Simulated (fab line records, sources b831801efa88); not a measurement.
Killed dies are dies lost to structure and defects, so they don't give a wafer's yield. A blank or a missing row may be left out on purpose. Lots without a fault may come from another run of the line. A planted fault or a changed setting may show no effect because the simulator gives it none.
fab line records | flow gf180mcu
record lots=5 wafers=15 last_day=34
route steps=602 shown V4@491 MIM@503
lots that met no fault: from a run of the same line without faults
start_h: hours from the record's first day to the start of the lot's first wafer shown | wait_h: hours since the lot's step before | " the same as in the row above | L1.1+2: a row that stands for several wafers | - no value, or no start given | * or withheld: withheld | < > ~ a bound
route shown NAME@n: a module of which the file shows steps, and the number in the route of the first | usual: mean/standard deviation of fault-free wafers | same: alike in all rows | chamber/n: place in a boat | sites: the reading at each site | _std_site: their standard deviation | _edge_site: outer sites' mean less inner sites' | radius_mm: how far each site lies from the wafer's centre | mask NAME#n: copy n | behind: the tool/chamber that last shaped the wafer | hold: why the lot was held/for how many hours/how that ended | device: the transistor (n, p or np) that didn't switch | end of line: the same wafers' tests at the end of the route | a step without rows: its recipe alone | killed: dies lost to structure and defects at the first sort, not the wafer's yield | map: a wafer's dies, x killed, . not, _ none there
set.NAME: the setting as run; set.NAME@STEP: as run at that earlier step | model.NAME: the simulator's own value behind a step, which no gauge read
lots at some steps of the route; a table a step, a row a wafer
services: from which hour (start_h, from the record's first day; less than 0 if before it) a tool's chamber was out of use, for how many hours, and why
## steps
# step GF_V4_OVL_MEAS_15
# usual V4_OVL=2/6
# columns lot.wafer tool chamber start_h wait_h V4_OVL[nm]
L074.1 overlay-02 - 563.27 0.1 5
L074.4 " - " " 6
L074.5 " - " " 10
L078.3 overlay-02 - 598.64 0.1 0
L078.5 " - " " 5
L078.6 " - " " 7
L087.3 overlay-02 - 664.90 0.1 -2
L087.4 " - " " -15
L087.5 " - " " -1
L092.2 overlay-01 - 696.88 0.1 8
L092.3 " - " " 1
L092.5 " - " " 1
L096.4 overlay-02 - 719.94 0.1 7
L096.5 " - " " 11
L096.6 " - " " 8
# step GF_V4_ETCH_16
# recipe chemistry=N2/H2 target_depth_a=withheld overetch_a=withheld time_s=withheld target=BARC ion_energy_ev=200 source_w=500 bias_w=100 pressure_mtorr=30 n2_flow_sccm=100 h2_flow_sccm=200
# usual bias_w=100.00/0.28 chamber_pressure_mTorr=30.004/0.028 drypump_motor_current_A=5.34/0.25 n2_flow_sccm=100.0/0.32 oes_product_au=0.855/0.0047 throttle_valve_pct=13.225/0.0093
# columns lot.wafer tool chamber start_h wait_h bias_w chamber_pressure_mTorr drypump_motor_current_A n2_flow_sccm oes_product_au throttle_valve_pct
L074.1 rie_diel-01 1 563.31 0.0 100.06 30.018 5.45 100.1 0.863 13.230
L074.4 " 3 " " 99.86 30.033 5.57 100.3 0.857 13.249
L074.5 " 1 " " 99.90 30.007 5.44 99.7 0.848 13.225
L078.3 rie_diel-02 2 598.66 0.0 99.80 30.005 5.11 100.1 0.852 13.224
L078.5 " 1 " " 100.27 29.958 5.70 100.2 0.854 13.216
L078.6 " 2 " " 99.87 30.025 5.11 99.9 0.852 13.229
L087.3 rie_diel-03 2 664.93 0.0 100.08 30.001 4.92 99.6 0.860 13.227
L087.4 " 0 " " 100.05 29.997 5.49 100.3 0.857 13.237
L087.5 " 2 " " 100.32 30.007 4.92 99.7 0.857 13.218
L092.2 rie_diel-03 3 696.91 0.0 100.37 30.020 5.20 100.2 0.859 13.223
L092.3 " 0 " " 100.63 29.988 5.48 100.3 0.856 13.219
L092.5 " 2 " " 99.72 29.964 4.91 99.8 0.857 13.239
L096.4 rie_diel-02 1 719.98 0.0 100.18 30.008 5.73 100.1 0.864 13.245
L096.5 " 0 " " 100.09 29.990 5.30 99.8 0.861 13.231
L096.6 " 2 " " 100.20 29.974 5.10 99.7 0.859 13.204
# step GF_V4_ETCH_17
# recipe chemistry=C4F8/O2/Ar mask_material=KrF target=SiO2 stop_on=TiN source_w=1500 bias_w=1200 pressure_mtorr=40 c4f8_flow_sccm=withheld O2_flow_sccm=6 Ar_flow_sccm=300 time_s=withheld target_depth_a=6300
# usual bias_w=1201/3.5 chamber_pressure_mTorr=40.00/0.034 oes_product_au=0.857/0.0049
# columns lot.wafer tool chamber start_h wait_h bias_w chamber_pressure_mTorr oes_product_au
L074.1 rie_diel-01 1 - - 1200 40.01 0.860
L074.4 " 3 " " 1199 39.97 0.851
L074.5 " 1 " " 1196 40.01 0.856
L078.3 rie_diel-02 2 - - 1192 40.00 0.860
L078.5 " 1 " " 1206 40.05 0.846
L078.6 " 2 " " 1201 40.00 0.866
L087.3 rie_diel-03 2 - - 1202 39.99 0.854
L087.4 " 0 " " 1203 40.04 0.850
L087.5 " 2 " " 1197 39.96 0.859
L092.2 rie_diel-03 3 - - 1198 39.97 0.856
L092.3 " 0 " " 1198 39.94 0.861
L092.5 " 2 " " 1202 39.95 0.855
L096.4 rie_diel-02 1 - - 1198 39.98 0.857
L096.5 " 0 " " 1202 39.95 0.859
L096.6 " 2 " " 1205 39.93 0.862
# step GF_V4_STRIP_18
# recipe chemistry=O2/N2 power_w=1400 pressure_mtorr=1500 platen_temp_c=250 o2_flow_sccm=3000 n2_flow_sccm=300 overash_fraction=0.5
# usual chamber_pressure_mTorr=1499.8/1.5 drypump_motor_current_A=6.1/0.63 heater_power_w=332/26 n2_flow_sccm=300.0/0.9 oes_product_au=0.592/0.0045
# columns lot.wafer tool chamber start_h wait_h chamber_pressure_mTorr drypump_motor_current_A heater_power_w n2_flow_sccm oes_product_au rf_hours_counter_h
L074.1 plasma_asher-01 0 563.44 - 1501.3 5.6 294 301.5 0.590 78
L074.4 " 0 " " 1499.6 5.6 297 300.0 0.598 -
L074.5 " 0 " " 1497.5 5.6 292 299.9 0.600 -
L078.3 plasma_asher-04 0 598.82 - 1500.4 6.7 324 300.2 0.596 -
L078.5 " 1 " " 1499.6 4.7 362 300.8 0.588 -
L078.6 " 0 " " 1498.3 6.7 322 300.1 0.590 -
L087.3 plasma_asher-03 0 665.09 - 1500.6 6.6 354 300.7 0.573 -
L087.4 " 1 " " 1500.4 6.0 305 301.2 0.587 -
L087.5 " 1 " " 1499.7 6.0 300 300.6 0.588 -
L092.2 plasma_asher-03 1 697.04 - 1499.3 6.0 295 300.1 0.591 103
L092.3 " 0 " " 1499.7 6.7 356 300.9 0.595 -
L092.5 " 0 " " 1497.6 6.7 362 300.3 0.588 -
L096.4 plasma_asher-03 0 720.12 - 1502.6 6.7 354 300.5 0.586 -
L096.5 " 0 " " 1499.4 6.7 356 300.4 0.593 -
L096.6 " 1 " " 1501.3 6.0 303 298.8 0.592 -
# step GF_V4_STRIP_19
# recipe chemistry=post_etch_residue_remover time_s=1200 temp_c=72.5
# columns lot.wafer tool chamber start_h wait_h
L074.1+4+5 wet_bench-02 2 563.54 0.1
L078.3+5+6 wet_bench-01 3 598.89 0.0
L087.3+4+5 wet_bench-02 3 665.16 0.0
L092.2+3+5 wet_bench-01 1 697.14 0.1
L096.4+5+6 wet_bench-03 2 720.19 0.0
# step GF_V4_CLEAN_20
# recipe chemistry=DIW dry=n2_spin
# columns lot.wafer tool chamber start_h wait_h
L074.1+4+5 wet_bench-01 0 563.88 0.0
L078.3+5+6 wet_bench-02 1 599.26 0.0
L087.3+4+5 wet_bench-01 3 665.50 0.0
L092.2+3+5 wet_bench-03 1 697.48 0.0
L096.4+5+6 wet_bench-01 2 720.53 0.0
# step GF_V4_SPUTTER_21
# recipe material=Ti target_thk_nm=15 chamber_pressure_pa=5 power_w=2500 substrate_temp_c=200 time_s=80.02
# usual chamber_pressure_pa=5.000/0.0094 throttle_valve_pct=29.9/0.86
# columns lot.wafer tool chamber start_h wait_h chamber_pressure_pa throttle_valve_pct
L074.1 pvd_sputter-01 - 563.97 0.0 5.000 30.3
L074.4 " - " " 4.989 28.8
L074.5 " - " " 5.002 28.5
L078.3 pvd_sputter-04 - 599.36 0.0 4.994 29.9
L078.5 " - " " 5.003 31.4
L078.6 " - " " 5.020 30.7
L087.3 pvd_sputter-04 - 665.60 0.0 5.010 31.6
L087.4 " - " " 4.994 29.9
L087.5 " - " " 5.017 29.8
L092.2 pvd_sputter-01 - 697.58 0.0 5.019 30.1
L092.3 " - " " 5.010 31.2
L092.5 " - " " 4.996 28.8
L096.4 pvd_sputter-04 - 720.62 0.0 4.993 30.2
L096.5 " - " " 4.994 30.7
L096.6 " - " " 4.999 30.2
# step GF_V4_SPUTTER_22
# recipe material=TiN target_thk_nm=10 chamber_pressure_pa=5 power_w=4000 time_s=40
# usual chamber_pressure_pa=4.999/0.011 throttle_valve_pct=29.9/0.86
# columns lot.wafer tool chamber start_h wait_h chamber_pressure_pa throttle_valve_pct
L074.1 pvd_sputter-01 - 564.03 0.0 5.010 30.0
L074.4 " - " " 5.002 28.8
L074.5 " - " " 5.025 28.5
L078.3 pvd_sputter-04 - 599.42 0.0 5.007 30.0
L078.5 " - " " 5.001 31.4
L078.6 " - " " 5.007 30.7
L087.3 pvd_sputter-04 - 665.66 0.0 5.001 31.7
L087.4 " - " " 4.991 30.2
L087.5 " - " " 4.994 29.9
L092.2 pvd_sputter-01 - 697.64 0.0 5.002 30.2
L092.3 " - " " 5.006 31.4
L092.5 " - " " 5.002 28.7
L096.4 pvd_sputter-04 - 720.69 0.0 4.998 30.6
L096.5 " - " " 4.981 30.7
L096.6 " - " " 5.001 29.8
# step GF_V4_CVD_23
# recipe material=W target_thk_nm=350 time_s=104.9 temp_c=400 pressure_torr=40
# usual heater_power_outer_w=502/43 heater_power_w=825/83
# columns lot.wafer tool chamber start_h wait_h heater_power_outer_w heater_power_w
L074.1 cvd_w-02 0 564.07 0.0 548 933
L074.4 " 0 " " 558 919
L074.5 " 0 " " 553 950
L078.3 cvd_w-01 0 599.50 0.1 442 723
L078.5 " 1 " " 511 814
L078.6 " 0 " " 435 712
L087.3 cvd_w-02 0 665.74 0.1 566 935
L087.4 " 1 " " 517 852
L087.5 " 1 " " 519 856
L092.2 cvd_w-01 1 697.68 0.0 517 834
L092.3 " 1 " " 496 818
L092.5 " 0 " " 446 716
L096.4 cvd_w-02 0 720.77 0.1 563 965
L096.5 " 0 " " 558 969
L096.6 " 1 " " 507 844
# step GF_V4_RS_MEAS_24
# recipe thk_meas_gauge=four-point-probe reads=W_of_V4_CVD_23+TiN_of_V4_SPUTTER_22+Ti_of_V4_SPUTTER_21
# usual V4_W_RS=0.327/0.0033
# columns lot.wafer tool chamber start_h wait_h V4_W_RS[ohm/sq]
L074.1 film_metro-01 - 564.19 0.1 0.323
L074.4 " - " " 0.329
L074.5 " - " " 0.326
L078.3 film_metro-01 - 599.61 0.1 0.328
L078.5 " - " " 0.323
L078.6 " - " " 0.324
L087.3 film_metro-01 - 665.85 0.1 0.325
L087.4 " - " " 0.327
L087.5 " - " " 0.324
L092.2 film_metro-03 - 697.81 0.1 0.322
L092.3 " - " " 0.327
L092.5 " - " " 0.329
L096.4 film_metro-04 - 720.90 0.1 0.325
L096.5 " - " " 0.324
L096.6 " - " " 0.326
# step GF_V4_THK_MEAS_25
# recipe thk_meas_gauge=xrf reads=W_of_V4_CVD_23
# usual V4_W_THK=348/6.2
# columns lot.wafer tool chamber start_h wait_h V4_W_THK[nm]
L074.1 film_metro-01 - 564.31 0.1 360
L074.4 " - " " 355
L074.5 " - " " 356
L078.3 film_metro-01 - 599.71 0.1 353
L078.5 " - " " 358
L078.6 " - " " 358
L087.3 film_metro-01 - 665.95 0.1 354
L087.4 " - " " 355
L087.5 " - " " 358
L092.2 film_metro-03 - 697.92 0.1 350
L092.3 " - " " 344
L092.5 " - " " 342
L096.4 film_metro-04 - 720.99 0.1 347
L096.5 " - " " 348
L096.6 " - " " 345
# step GF_V4_CMP_26
# recipe stop_on=SiO2 down_force_psi=3.5 platen_rpm=60 t_overpolish_s=15 target_thk_nm=0 pad_velocity_m_s=0.94248
# usual motor_current_A=10.7/0.87 overpolish_run_s=15.000/0.0099 slurry_filter_dp_kPa=13.51/0.13 time_to_endpoint_s=85/4.2
# columns lot.wafer tool chamber start_h wait_h motor_current_A overpolish_run_s slurry_filter_dp_kPa time_to_endpoint_s
L074.1 cmp-02 2 564.37 0.1 10.4 14.973 13.79 85
L074.4 " 1 " " 10.7 15.015 13.36 87
L074.5 " 3 " " 10.8 14.982 13.41 85
L078.3 cmp-01 3 599.75 0.0 12.1 14.999 13.34 86
L078.6 " 3 " " 12.9 15.003 13.32 90
L078.5 " 0 " " 10.1 14.988 13.30 94
L087.3 cmp-02 3 665.99 0.0 10.8 14.976 13.70 83
L087.4 " 1 " " 10.9 15.017 13.47 82
L087.5 " 0 " " 10.1 14.997 13.40 79
L092.3 cmp-02 2 698.02 0.1 10.8 15.008 13.25 81
L092.2 " 3 " " 11.4 15.013 13.71 89
L092.5 " 2 " " 10.8 15.026 13.40 83
L096.4 cmp-02 3 721.12 0.1 10.5 14.996 13.44 84
L096.5 " 1 " " 10.4 15.018 13.44 84
L096.6 " 2 " " 11.4 15.006 13.38 80
# step GF_MIM_SPUTTER_00
# recipe material=Ti target_thk_nm=37.5 arriving_ion_energy_ev=80 substrate_temp_c=200 chamber_pressure_pa=2 power_w=4000 time_s=150
# usual chamber_pressure_pa=2.000/0.0045 throttle_valve_pct=29.8/1.2
# columns lot.wafer tool chamber start_h wait_h chamber_pressure_pa throttle_valve_pct
L074.1 pvd_sputter-03 - 564.67 0.2 1.997 30.7
L074.4 " - " " 2.013 28.8
L074.5 " - " " 2.004 29.7
L078.3 pvd_sputter-02 - 600.05 0.2 1.999 32.1
L078.5 " - " " 1.991 27.9
L078.6 " - " " 1.993 32.1
L087.3 pvd_sputter-01 - 666.29 0.2 1.999 28.9
L087.4 " - " " 2.002 30.1
L087.5 " - " " 2.010 30.0
L092.2 pvd_sputter-01 - 698.27 0.1 1.993 28.2
L092.3 " - " " 1.993 30.1
L092.5 " - " " 2.008 30.8
L096.4 pvd_sputter-01 - 721.32 0.1 1.997 28.5
L096.5 " - " " 2.006 29.9
L096.6 " - " " 2.005 28.7
# step GF_MIM_SPUTTER_01
# recipe material=TiN target_thk_nm=30 power_w=6500 time_s=23.92 chamber_pressure_pa=0.4
# usual chamber_pressure_pa=0.3999/0.00077 throttle_valve_pct=29.8/1.2
# columns lot.wafer tool chamber start_h wait_h chamber_pressure_pa throttle_valve_pct
L074.1 pvd_sputter-03 - 564.77 0.1 0.3996 30.2
L074.4 " - " " 0.4001 28.7
L074.5 " - " " 0.3987 29.7
L078.3 pvd_sputter-02 - 600.15 0.1 0.4002 31.8
L078.5 " - " " 0.4008 27.9
L078.6 " - " " 0.4014 31.8
L087.3 pvd_sputter-01 - 666.39 0.1 0.3992 29.0
L087.4 " - " " 0.4008 30.1
L087.5 " - " " 0.4010 30.4
L092.2 pvd_sputter-01 - 698.37 0.1 0.3998 28.5
L092.3 " - " " 0.4005 29.9
L092.5 " - " " 0.4007 31.2
L096.4 pvd_sputter-01 - 721.42 0.1 0.4016 28.6
L096.5 " - " " 0.3994 30.4
L096.6 " - " " 0.4013 28.2
# step GF_MIM_SPUTTER_02
# recipe material=AlCu target_thk_nm=450 power_w=10600 time_s=23.9 chamber_pressure_pa=0.4
# usual chamber_pressure_pa=0.4000/0.00079 throttle_valve_pct=29.8/1.2
# columns lot.wafer tool chamber start_h wait_h chamber_pressure_pa throttle_valve_pct
L074.1 pvd_sputter-03 - 564.80 0.0 0.4016 30.5
L074.4 " - " " 0.3993 28.6
L074.5 " - " " 0.3998 29.5
L078.3 pvd_sputter-02 - 600.18 0.0 0.4001 32.0
L078.5 " - " " 0.4003 28.1
L078.6 " - " " 0.4007 32.2
L087.3 pvd_sputter-01 - 666.42 0.0 0.4004 29.2
L087.4 " - " " 0.4005 30.2
L087.5 " - " " 0.3991 30.4
L092.2 pvd_sputter-01 - 698.40 0.0 0.3991 28.3
L092.3 " - " " 0.4014 30.3
L092.5 " - " " 0.3993 31.4
L096.4 pvd_sputter-01 - 721.45 0.0 0.4000 28.6
L096.5 " - " " 0.4017 30.1
L096.6 " - " " 0.4001 28.6
# step GF_MIM_SPUTTER_03
# recipe material=Ti target_thk_nm=10 substrate_temp_c=300 chamber_pressure_pa=0.3 power_w=3000 time_s=6.7
# usual chamber_pressure_pa=0.3000/0.0006 throttle_valve_pct=29.8/1.2
# columns lot.wafer tool chamber start_h wait_h chamber_pressure_pa throttle_valve_pct
L074.1 pvd_sputter-03 - 564.83 0.0 0.3008 30.4
L074.4 " - " " 0.2995 28.7
L074.5 " - " " 0.2994 29.6
L078.3 pvd_sputter-02 - 600.21 0.0 0.2986 32.2
L078.5 " - " " 0.3001 28.2
L078.6 " - " " 0.3001 31.9
L087.3 pvd_sputter-01 - 666.45 0.0 0.3003 29.1
L087.4 " - " " 0.2995 29.9
L087.5 " - " " 0.3003 30.3
L092.2 pvd_sputter-01 - 698.43 0.0 0.3003 28.8
L092.3 " - " " 0.3008 29.9
L092.5 " - " " 0.3007 31.2
L096.4 pvd_sputter-01 - 721.48 0.0 0.3004 28.6
L096.5 " - " " 0.2995 30.1
L096.6 " - " " 0.3001 28.5
# step GF_MIM_SPUTTER_04
# recipe material=TiN target_thk_nm=50 power_w=6500 time_s=41.7 chamber_pressure_pa=0.4
# usual chamber_pressure_pa=0.4001/0.00077 throttle_valve_pct=29.8/1.2
# columns lot.wafer tool chamber start_h wait_h chamber_pressure_pa throttle_valve_pct
L074.1 pvd_sputter-03 - 564.85 0.0 0.3995 30.5
L074.4 " - " " 0.3999 28.6
L074.5 " - " " 0.4004 29.4
L078.3 pvd_sputter-02 - 600.24 0.0 0.4003 32.2
L078.5 " - " " 0.4005 27.8
L078.6 " - " " 0.4005 32.2
L087.3 pvd_sputter-01 - 666.47 0.0 0.3997 28.9
L087.4 " - " " 0.4008 30.0
L087.5 " - " " 0.4009 30.1
L092.2 pvd_sputter-01 - 698.45 0.0 0.3995 28.9
L092.3 " - " " 0.3999 30.0
L092.5 " - " " 0.4000 31.1
L096.4 pvd_sputter-01 - 721.50 0.0 0.4001 28.5
L096.5 " - " " 0.4001 29.9
L096.6 " - " " 0.3998 28.5
# step GF_MIM_CVD_05
# recipe material=Si3N4 target_thk_nm=42 temp_max_c=400 temp_c=385 time_s=29.086 rf_w=450
# usual heater_power_outer_w=354/42 heater_power_w=629/70
# columns lot.wafer tool chamber start_h wait_h heater_power_outer_w heater_power_w
L074.1 pecvd-04 0 564.89 0.0 339 631
L074.4 " 0 " " 330 642
L074.5 " 1 " " 298 552
L078.3 pecvd-01 2 600.27 0.0 398 717
L078.5 " 0 " " 394 639
L078.6 " 1 " " 383 637
L087.3 pecvd-01 1 666.51 0.0 456 728
L087.4 " 2 " " 353 682
L087.5 " 1 " " 433 718
L092.2 pecvd-03 2 698.49 0.0 314 551
L092.3 " 1 " " 400 732
L092.5 " 0 " " 369 636
L096.4 pecvd-03 1 721.56 0.0 343 635
L096.5 " 2 " " 332 566
L096.6 " 0 " " 367 633
# step GF_MIM_THK_MEAS_06
# recipe reads=Si3N4_of_MIM_CVD_05
# usual MIM_CVD_05_THK=42.0/0.52
# columns lot.wafer tool chamber start_h wait_h MIM_CVD_05_THK[nm]
L074.1 film_metro-03 - 564.92 0.0 41.2
L074.4 " - " " 42.0
L074.5 " - " " 42.8
L078.3 film_metro-04 - 600.33 0.0 41.2
L078.5 " - " " 42.8
L078.6 " - " " 41.9
L087.3 film_metro-03 - 666.56 0.0 41.7
L087.4 " - " " 42.5
L087.5 " - " " 42.9
L092.2 film_metro-02 - 698.54 0.0 41.8
L092.3 " - " " 42.1
L092.5 " - " " 42.2
L096.4 film_metro-02 - 721.61 0.0 41.9
L096.5 " - " " 42.2
L096.6 " - " " 42.7
# step GF_MIM_SPUTTER_07
# recipe material=TiN target_thk_nm=60 power_w=6500 time_s=50 chamber_pressure_pa=0.4
# usual chamber_pressure_pa=0.4001/0.00084 throttle_valve_pct=29.8/1.3
# columns lot.wafer tool chamber start_h wait_h chamber_pressure_pa throttle_valve_pct
L074.1 pvd_sputter-02 - 564.98 0.1 0.3991 29.4
L074.4 " - " " 0.4004 31.7
L074.5 " - " " 0.4005 32.1
L078.3 pvd_sputter-03 - 600.37 0.0 0.4006 29.7
L078.5 " - " " 0.4008 28.6
L078.6 " - " " 0.4008 29.4
L087.3 pvd_sputter-02 - 666.60 0.0 0.4004 29.4
L087.4 " - " " 0.4003 32.1
L087.5 " - " " 0.4013 31.6
L092.2 pvd_sputter-02 - 698.59 0.0 0.4003 31.4
L092.3 " - " " 0.4016 28.1
L092.5 " - " " 0.4005 29.4
L096.4 pvd_sputter-03 - 721.64 0.0 0.3987 29.0
L096.5 " - " " 0.3998 30.4
L096.6 " - " " 0.4004 29.3
# step GF_MIM_SPUTTER_08
# recipe material=AlCu target_thk_nm=200 power_w=10600 time_s=10.6 chamber_pressure_pa=0.4
# usual chamber_pressure_pa=0.4000/0.00095 throttle_valve_pct=29.8/1.3
# columns lot.wafer tool chamber start_h wait_h chamber_pressure_pa throttle_valve_pct
L074.1 pvd_sputter-02 - 565.02 0.0 0.4005 29.3
L074.4 " - " " 0.3994 31.6
L074.5 " - " " 0.3990 32.1
L078.3 pvd_sputter-03 - 600.41 0.0 0.3981 29.8
L078.5 " - " " 0.4008 29.0
L078.6 " - " " 0.3987 29.5
L087.3 pvd_sputter-02 - 666.65 0.0 0.4005 29.5
L087.4 " - " " 0.3989 31.8
L087.5 " - " " 0.3976 31.5
L092.2 pvd_sputter-02 - 698.63 0.0 0.4008 31.2
L092.3 " - " " 0.3995 28.3
L092.5 " - " " 0.3994 29.5
L096.4 pvd_sputter-03 - 721.68 0.0 0.3995 28.9
L096.5 " - " " 0.4008 30.2
L096.6 " - " " 0.4004 29.1
# step GF_MIM_SPUTTER_09
# recipe material=TiN target_thk_nm=35 power_w=6500 time_s=29.2 chamber_pressure_pa=0.4
# usual chamber_pressure_pa=0.4000/0.00079 throttle_valve_pct=29.8/1.3
# columns lot.wafer tool chamber start_h wait_h chamber_pressure_pa throttle_valve_pct
L074.1 pvd_sputter-02 - 565.05 0.0 0.3999 29.3
L074.4 " - " " 0.3989 31.4
L074.5 " - " " 0.3992 31.8
L078.3 pvd_sputter-03 - 600.43 0.0 0.3998 29.5
L078.5 " - " " 0.4002 28.8
L078.6 " - " " 0.4005 29.7
L087.3 pvd_sputter-02 - 666.67 0.0 0.4003 29.6
L087.4 " - " " 0.3999 32.0
L087.5 " - " " 0.4009 31.8
L092.2 pvd_sputter-02 - 698.65 0.0 0.4005 31.7
L092.3 " - " " 0.4004 28.1
L092.5 " - " " 0.3992 29.2
L096.4 pvd_sputter-03 - 721.70 0.0 0.4003 28.8
L096.5 " - " " 0.4003 30.4
L096.6 " - " " 0.3996 29.2
# step GF_MIM_RS_MEAS_10
# recipe thk_meas_gauge=four-point-probe reads=TiN_of_MIM_SPUTTER_09+AlCu_of_MIM_SPUTTER_08+TiN_of_MIM_SPUTTER_07
# usual MIM_ALCU_RS=0.1603/0.0016
# columns lot.wafer tool chamber start_h wait_h MIM_ALCU_RS[ohm/sq]
L074.1 film_metro-02 - 565.08 0.0 0.1616
L074.4 " - " " 0.1610
L074.5 " - " " 0.1609
L078.3 film_metro-04 - 600.51 0.1 0.1608
L078.5 " - " " 0.1606
L078.6 " - " " 0.1610
L087.3 film_metro-04 - 666.74 0.1 0.1643
L087.4 " - " " 0.1599
L087.5 " - " " 0.1638
L092.2 film_metro-04 - 698.71 0.0 0.1619
L092.3 " - " " 0.1593
L092.5 " - " " 0.1615
L096.4 film_metro-03 - 721.80 0.1 0.1593
L096.5 " - " " 0.1620
L096.6 " - " " 0.1612
# step GF_MIM_THK_MEAS_11
# recipe thk_meas_gauge=xrf reads=AlCu_of_MIM_SPUTTER_08
# usual MIM_ALCU_THK=202.3/2
# columns lot.wafer tool chamber start_h wait_h MIM_ALCU_THK[nm]
L074.1 film_metro-02 - 565.20 0.1 200.1
L074.4 " - " " 201.8
L074.5 " - " " 201.8
L078.3 film_metro-04 - 600.61 0.1 202.1
L078.5 " - " " 202.6
L078.6 " - " " 202.1
L087.3 film_metro-04 - 666.84 0.1 198.2
L087.4 " - " " 203.4
L087.5 " - " " 198.4
L092.2 film_metro-04 - 698.82 0.1 202.2
L092.3 " - " " 204.2
L092.5 " - " " 201.5
L096.4 film_metro-03 - 721.89 0.1 203.5
L096.5 " - " " 200.3
L096.6 " - " " 201.5
# step GF_MIM_DEHYDRATE_12
# recipe temp_c=200 time_s=60
# columns lot.wafer tool chamber start_h wait_h
L074.1+4+5 litho_track-01 0 575.80 10.6
L078.3+5+6 litho_track-04 0 609.92 9.3
L087.3+4+5 litho_track-03 0 675.45 8.6
L092.2+3+5 litho_track-03 0 706.72 7.9
L096.4+5+6 litho_track-03 0 730.07 8.2
# step GF_MIM_HMDS_13
# recipe prime_time_s=60 prime_temp_c=120
# same prime_time_s=60
# columns lot.wafer tool chamber start_h wait_h
L074.1+4+5 litho_track-01 0 575.95 0.1
L078.3+5+6 litho_track-04 0 610.07 0.1
L087.3+4+5 litho_track-03 0 675.60 0.1
L092.2+3+5 litho_track-03 0 706.87 0.1
L096.4+5+6 litho_track-03 0 730.22 0.1
# step GF_MIM_COAT_14
# recipe resist=NOVOLAK spin_rpm=3000 resist_thk_nm=1016
# columns lot.wafer tool chamber start_h wait_h
L074.1+4+5 litho_track-01 0 576.10 0.1
L078.3+5+6 litho_track-04 0 610.22 0.1
L087.3+4+5 litho_track-03 0 675.75 0.1
L092.2+3+5 litho_track-03 0 707.02 0.1
L096.4+5+6 litho_track-03 0 730.37 0.1
# step GF_MIM_SOFTBAKE_15
# recipe temp_c=90 time_s=60 resist=NOVOLAK
# columns lot.wafer tool chamber start_h wait_h
L074.1+4+5 litho_track-01 0 576.25 0.1
L078.3+5+6 litho_track-04 0 610.37 0.1
L087.3+4+5 litho_track-03 0 675.90 0.1
L092.2+3+5 litho_track-03 0 707.17 0.1
L096.4+5+6 litho_track-03 0 730.52 0.1
# step GF_MIM_EXPOSE_16
# recipe mask_id=FuseTop target_cd_nm=2000 na=0.6 source_shape=conventional sigma_outer=0.6 dose_mj=140
# same na=0.6
# columns lot.wafer tool chamber start_h wait_h mask
L074.1+4+5 iline_stepper-02 0 - - FuseTop#0
L078.3+5+6 iline_stepper-01 0 - - FuseTop#0
L087.3+4+5 iline_stepper-02 0 - - FuseTop#0
L092.2+3+5 iline_stepper-01 0 - - FuseTop#0
L096.4+5+6 iline_stepper-01 0 - - FuseTop#0
# step GF_MIM_PEB_17
# recipe temp_c=withheld time_s=* resist=NOVOLAK
# columns lot.wafer tool chamber start_h wait_h
L074.1+4+5 litho_track-03 0 - -
L078.3+5+6 litho_track-03 0 - -
L087.3+4+5 litho_track-03 0 - -
L092.2+3+5 litho_track-03 0 - -
L096.4+5+6 litho_track-01 0 - -
# step GF_MIM_DEVELOP_18
# recipe develop_time_s=60 dev_temp_c=23
# columns lot.wafer tool chamber start_h wait_h
L074.1+4+5 litho_track-03 0 586.30 0.1
L078.3+5+6 litho_track-03 0 620.20 0.1
L087.3+4+5 litho_track-03 0 685.25 0.1
L092.2+3+5 litho_track-03 0 716.17 0.1
L096.4+5+6 litho_track-01 0 738.78 0.1
# step GF_MIM_METAL_ETCH_19
# recipe chemistry=Cl2/BCl3 mask_material=NOVOLAK stop_on=Si3N4 target_depth_nm=324.5 pressure_mtorr=8 icp_w=800 bias_w=140 Cl2_flow_sccm=80 bcl3_flow_sccm=40 time_s=54.1
# usual bias_w=140.1/0.41 chamber_pressure_mTorr=7.999/0.0076 drypump_motor_current_A=5.5/0.63 oes_product_au=0.941/0.0052 throttle_valve_pct=28.285/0.011
# columns lot.wafer tool chamber start_h wait_h bias_w chamber_pressure_mTorr drypump_motor_current_A oes_product_au rf_hours_counter_h throttle_valve_pct
L074.1 rie_metal-01 1 586.45 0.1 139.5 7.993 5.4 0.939 3 28.299
L074.4 " 0 " " 140.8 8.007 5.2 0.939 - 28.285
L074.5 " 0 " " 140.2 8.003 5.2 0.951 - 28.292
L078.3 rie_metal-01 1 620.32 0.1 140.1 8.013 5.4 0.941 - 28.287
L078.5 " 1 " " 139.9 7.990 5.4 0.947 - 28.287
L078.6 " 0 " " 140.7 7.988 5.2 0.942 - 28.298
L087.3 rie_metal-04 0 685.37 0.1 140.8 8.007 5.2 0.937 - 28.289
L087.4 " 1 " " 140.4 8.000 6.3 0.949 - 28.268
L087.5 " 0 " " 140.3 8.000 5.2 0.939 - 28.304
L092.2 rie_metal-01 0 716.30 0.1 139.7 8.006 5.2 0.944 5 28.277
L092.3 " 1 " " 140.2 7.992 5.4 0.941 - 28.289
L092.5 " 1 " " 139.5 8.003 5.4 0.939 - 28.276
L096.4 rie_metal-03 0 738.92 0.1 140.1 8.001 4.9 0.948 - 28.300
L096.5 " 0 " " 139.9 7.996 4.9 0.930 - 28.296
L096.6 " 0 " " 139.5 8.015 4.9 0.938 - 28.271
## services
# columns tool chamber start_h hours kind
pvd_sputter-01 - 540.42 8.2 repair
rie_diel-02 3 542.76 4.6 repair
pvd_sputter-02 - 547.18 3.6 repair
plasma_asher-03 - 558.93 3.8 repair
iline_stepper-01 - 567.81 1.7 pm
cmp-02 - 572.09 4.0 pm
wet_bench-02 - 575.09 5.1 repair
cvd_w-02 - 585.61 6.0 pm
cmp-02 - 601.19 13.8 pm
plasma_asher-03 - 619.02 2.8 pm
rie_diel-02 - 622.15 2.8 pm
pvd_sputter-01 - 626.53 2.6 repair
iline_stepper-01 - 627.47 2.1 pm
rie_diel-03 - 635.06 0.5 repair
pvd_sputter-01 - 647.07 8.6 repair
pvd_sputter-04 - 668.39 1.3 repair
rie_diel-03 2 671.09 9.9 repair
rie_diel-02 1 684.47 6.5 repair
cmp-02 - 689.99 2.1 repair
wet_bench-01 - 711.03 0.9 repair
rie_diel-03 3 716.54 4.2 repair
rie_diel-02 3 719.52 13.8 repair
pvd_sputter-02 - 721.80 1.8 repair
rie_diel-03 0 726.04 2.5 repair
## key
fault none
